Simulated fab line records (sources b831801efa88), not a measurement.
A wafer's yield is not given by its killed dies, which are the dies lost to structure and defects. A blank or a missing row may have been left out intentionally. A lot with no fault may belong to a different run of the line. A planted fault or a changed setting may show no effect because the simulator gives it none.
A single fault, viewed from 2 desks    flow gf180mcu    only its own numbers are on each desk; what lay behind them is given at the end

== AT THE METROLOGY DESK ==
What the gauges read, lot by lot, whatever tool the lot ran on: means of the sampled wafers that have a number. The brackets show how far a lot's mean lies from the usual mean; more than 4 standard deviations puts the lot out of limits, marked OUT.
Columns: A = M4_ALCU_RS at GF_M4_RS_MEAS_05, usual 0.0697 ohm/sq; B = M4_ALCU_THK at GF_M4_THK_MEAS_06, usual 440 nm; C = cd nm at GF_M4_CD_MEAS_14, usual 279.6 nm
lot   first seen here  A                 B               C
L742  day 22 09:17     0.0704            436             278.3
L743  day 23 01:46     0.0696            438             280.6
L745  day 23 11:22     0.0687            444             280.4
L749  day 25 04:45     0.0699            438             278.6
L751  day 25 11:04     0.0691            442             280.5
L754  day 26 10:42     0.0769 (+11) OUT  411 (-6.8) OUT  279.2
L757  day 28 01:32     0.0855 (+24) OUT  384 (-13) OUT   279.4
L759  day 28 04:11     0.0704            436             279.1
L761  day 29 01:09     0.0693            443             279.2
L764  day 29 15:10     0.0698            438             277.1
Per this desk, out of limits: L754, L757; the first was L754, day 26 10:42 (M4_ALCU_RS at GF_M4_RS_MEAS_05). L742, L743, L745, L749, L751, L759, L761, L764 stayed within limits.

== THE TOOL OWNER'S DESK: pvd sputter-04 ==
The tool's own readings at GF_M4_SPUTTER_02 (material AlCu, target thk 450 nm, time 23.9 s): means of the sampled wafers that have a number, for each lot that ran on this tool. The brackets show how far a lot's mean lies from the usual mean; more than 4 standard deviations puts the lot out of limits, marked OUT.
Columns: A = chamber pressure pa at GF_M4_SPUTTER_02, usual 0.4000 Pa; B = throttle valve pct at GF_M4_SPUTTER_02, usual 30.2 %
lot   first seen here  A       B
L743  day 23 01:41     0.3997  30.1
L749  day 25 04:40     0.4001  30.2
L754  day 26 10:37     0.4000  30.5
L757  day 28 01:25     0.3995  30.2
This desk's finding: nothing out of limits on any of the 4 lots.

== PUT TOGETHER ==
The metrology desk could have raised an alarm at day 26 10:42, on L754, L757.
The tool owner's desk saw nothing out of limits.
The tool owner's desk has L754, L757 on record, within its limits.
GF_M4_SPUTTER_02 was run on pvd sputter-04 by each of the lots named.

== WHAT HAD BEEN PUT IN BY THE SIMULATOR ==
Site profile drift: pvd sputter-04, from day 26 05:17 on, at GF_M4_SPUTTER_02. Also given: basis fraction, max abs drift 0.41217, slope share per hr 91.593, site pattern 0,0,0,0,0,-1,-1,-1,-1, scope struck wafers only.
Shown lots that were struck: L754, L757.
Time in hours between the start of the fault and the first out-of-limits reading at each desk: metrology desk, 5.
